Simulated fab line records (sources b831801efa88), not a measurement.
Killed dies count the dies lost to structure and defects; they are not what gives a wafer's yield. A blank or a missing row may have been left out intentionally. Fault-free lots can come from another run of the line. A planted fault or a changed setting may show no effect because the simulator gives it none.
Which tool is to blame? | flow gf180mcu | 33 wafers from 11 lots sampled at 6 of the route's 602 steps

== WHAT THE GAUGES SHOWED, per wafer ==
GF_M2_RS_MEAS_05: measurement is done with a four-point probe.
lot  | measured     | on            | M2_ALCU_RS (ohm/sq)
L317 | day 18 07:39 | film-metro-01 | 0.0680 0.0671 0.0666
L318 | day 18 15:31 | film-metro-02 | 0.0677 0.0689 0.0679
L321 | day 20 06:58 | film-metro-04 | 0.0683 0.0681 0.0677
L325 | day 21 13:55 | film-metro-02 | 0.0675 0.0668 0.0667
L327 | day 22 07:12 | film-metro-02 | 0.0674 0.0674 0.1070
L328 | day 22 17:26 | film-metro-04 | 0.0665 0.1054 0.1052
L335 | day 25 03:18 | film-metro-04 | 0.0676 0.0674 0.0685
L336 | day 25 12:05 | film-metro-04 | 0.0679 0.0675 0.0677
L337 | day 25 18:25 | film-metro-04 | 0.0677 0.0681 0.0690
L338 | day 25 22:01 | film-metro-04 | 0.0671 0.0665 0.0664
L339 | day 26 06:50 | film-metro-04 | 0.0667 0.0674 0.0664

GF_M2_THK_MEAS_06: measures by xrf.
lot  | measured     | on            | M2_ALCU_THK (nm)
L317 | day 18 07:46 | film-metro-01 | 470 478 481
L318 | day 18 15:38 | film-metro-02 | 472 465 473
L321 | day 20 07:05 | film-metro-04 | 471 470 475
L325 | day 21 14:02 | film-metro-02 | 474 478 480
L327 | day 22 07:19 | film-metro-02 | 474 472 299
L328 | day 22 17:33 | film-metro-04 | 482 306 305
L335 | day 25 03:25 | film-metro-04 | 477 479 473
L336 | day 25 12:13 | film-metro-04 | 477 480 480
L337 | day 25 18:32 | film-metro-04 | 473 473 468
L338 | day 25 22:08 | film-metro-04 | 482 485 487
L339 | day 26 06:57 | film-metro-04 | 481 477 483

GF_M2_CD_MEAS_14: the cd target is 280 nm.
lot  | measured     | on        | cd-nm (nm)
L317 | day 19 07:20 | cd-sem-01 | 280.5 281.7 279.8
L318 | day 19 16:19 | cd-sem-02 | 279.3 279.4 279.9
L321 | day 21 06:44 | cd-sem-02 | 277.4 277.6 278.0
L325 | day 22 12:38 | cd-sem-01 | 281.0 280.5 280.2
L327 | day 23 05:40 | cd-sem-02 | 278.8 278.8 278.3
L328 | day 23 16:32 | cd-sem-02 | 280.3 279.6 280.2
L335 | day 26 00:38 | cd-sem-02 | 280.6 281.2 281.2
L336 | day 26 08:29 | cd-sem-02 | 280.4 279.4 279.3
L337 | day 26 15:22 | cd-sem-02 | 280.8 280.1 279.8
L338 | day 26 18:15 | cd-sem-02 | 281.4 280.1 279.8
L339 | day 27 03:05 | cd-sem-02 | 278.7 278.0 278.2

== EACH LOT AND THE TOOL THAT RAN IT (in order: tool; ch and the chambers of the sampled wafers; start) ==
lot  | GF_V1_SPUTTER_22             | GF_M2_SPUTTER_02             | GF_M2_SPUTTER_04
L317 | pvd-sputter-04, day 18 06:47 | pvd-sputter-03, day 18 07:33 | pvd-sputter-03, day 18 07:37
L318 | pvd-sputter-02, day 18 14:40 | pvd-sputter-03, day 18 15:25 | pvd-sputter-03, day 18 15:28
L321 | pvd-sputter-02, day 20 06:07 | pvd-sputter-03, day 20 06:52 | pvd-sputter-03, day 20 06:55
L325 | pvd-sputter-04, day 21 13:04 | pvd-sputter-02, day 21 13:50 | pvd-sputter-02, day 21 13:53
L327 | pvd-sputter-03, day 22 06:21 | pvd-sputter-02, day 22 07:07 | pvd-sputter-02, day 22 07:10
L328 | pvd-sputter-04, day 22 16:35 | pvd-sputter-02, day 22 17:20 | pvd-sputter-02, day 22 17:23
L335 | pvd-sputter-04, day 25 02:27 | pvd-sputter-02, day 25 03:13 | pvd-sputter-02, day 25 03:16
L336 | pvd-sputter-03, day 25 11:14 | pvd-sputter-01, day 25 12:00 | pvd-sputter-01, day 25 12:03
L337 | pvd-sputter-04, day 25 17:33 | pvd-sputter-03, day 25 18:19 | pvd-sputter-03, day 25 18:22
L338 | pvd-sputter-03, day 25 21:10 | pvd-sputter-03, day 25 21:56 | pvd-sputter-03, day 25 21:59
L339 | pvd-sputter-03, day 26 05:58 | pvd-sputter-02, day 26 06:44 | pvd-sputter-02, day 26 06:47
- GF_V1_SPUTTER_22: material TiN, target thk 10 nm, time 40 s.
- GF_M2_SPUTTER_02: material AlCu, target thk 450 nm, time 24.61 s.
- GF_M2_SPUTTER_04: material TiN, target thk 50 nm, time 41.7 s.

== AS READ BY THE TOOLS THEMSELVES (means over the sampled wafers that have a number; for cases with no such wafer, the mark the record gives instead) ==
GF_V1_SPUTTER_22.
lot  | tool           | throttle-valve-pct (%)
L317 | pvd-sputter-04 | 30.1
L318 | pvd-sputter-02 | 30.2
L321 | pvd-sputter-02 | 29.9
L325 | pvd-sputter-04 | 29.6
L327 | pvd-sputter-03 | 30.5
L328 | pvd-sputter-04 | 29.8
L335 | pvd-sputter-04 | 29.2
L336 | pvd-sputter-03 | 30.3
L337 | pvd-sputter-04 | 30.1
L338 | pvd-sputter-03 | 29.9
L339 | pvd-sputter-03 | 30.3

GF_M2_SPUTTER_02.
lot  | tool           | throttle-valve-pct (%)
L317 | pvd-sputter-03 | 30.2
L318 | pvd-sputter-03 | 30.7
L321 | pvd-sputter-03 | 30.4
L325 | pvd-sputter-02 | 30.1
L327 | pvd-sputter-02 | 30.0
L328 | pvd-sputter-02 | 30.3
L335 | pvd-sputter-02 | 30.0
L336 | pvd-sputter-01 | 30.3
L337 | pvd-sputter-03 | 30.1
L338 | pvd-sputter-03 | 30.2
L339 | pvd-sputter-02 | 30.0

GF_M2_SPUTTER_04.
lot  | tool           | throttle-valve-pct (%)
L317 | pvd-sputter-03 | 30.4
L318 | pvd-sputter-03 | 30.7
L321 | pvd-sputter-03 | 30.3
L325 | pvd-sputter-02 | 30.2
L327 | pvd-sputter-02 | 30.1
L328 | pvd-sputter-02 | 30.5
L335 | pvd-sputter-02 | 30.0
L336 | pvd-sputter-01 | 30.1
L337 | pvd-sputter-03 | 30.2
L338 | pvd-sputter-03 | 30.3
L339 | pvd-sputter-02 | 30.1

== THE ANSWER, worked out from the rows above alone ==
Rule: usual is defined by the lots themselves. Put in order of their means at a reading, lots are off if they are a third of the lots or fewer, leave a main group of 4 or more, and stand apart from it by a gap of 3 or more times the standard deviation of the main group's means; of several such gaps the widest counts. If all means in a main group match to the digits the tables above print for the reading, that group is not used. A lot without any number at a reading at which 4 lots or more have one is off too. All remaining lots with rows at the step are treated as sound. Order of review: gauges by route order, followed by the tools' own readings, for which a lot's mean as printed above is used. At the first step where some lot is off, the reading lying furthest off is the one used; lots without a number count as furthest.
Off: at GF_M2_RS_MEAS_05 (M2_ALCU_RS), L327, L328. The main group: mean 0.0675 ohm/sq, standard deviation 0.00057.
A tool fits if, at a process step before that reading, it ran every lot that is off, and no sound lot after the first of them. The gauges at GF_M2_RS_MEAS_05 are tried like those tools. Of those tried, none fits.

== WHAT WAS PUT IN BY THE SIMULATOR ==
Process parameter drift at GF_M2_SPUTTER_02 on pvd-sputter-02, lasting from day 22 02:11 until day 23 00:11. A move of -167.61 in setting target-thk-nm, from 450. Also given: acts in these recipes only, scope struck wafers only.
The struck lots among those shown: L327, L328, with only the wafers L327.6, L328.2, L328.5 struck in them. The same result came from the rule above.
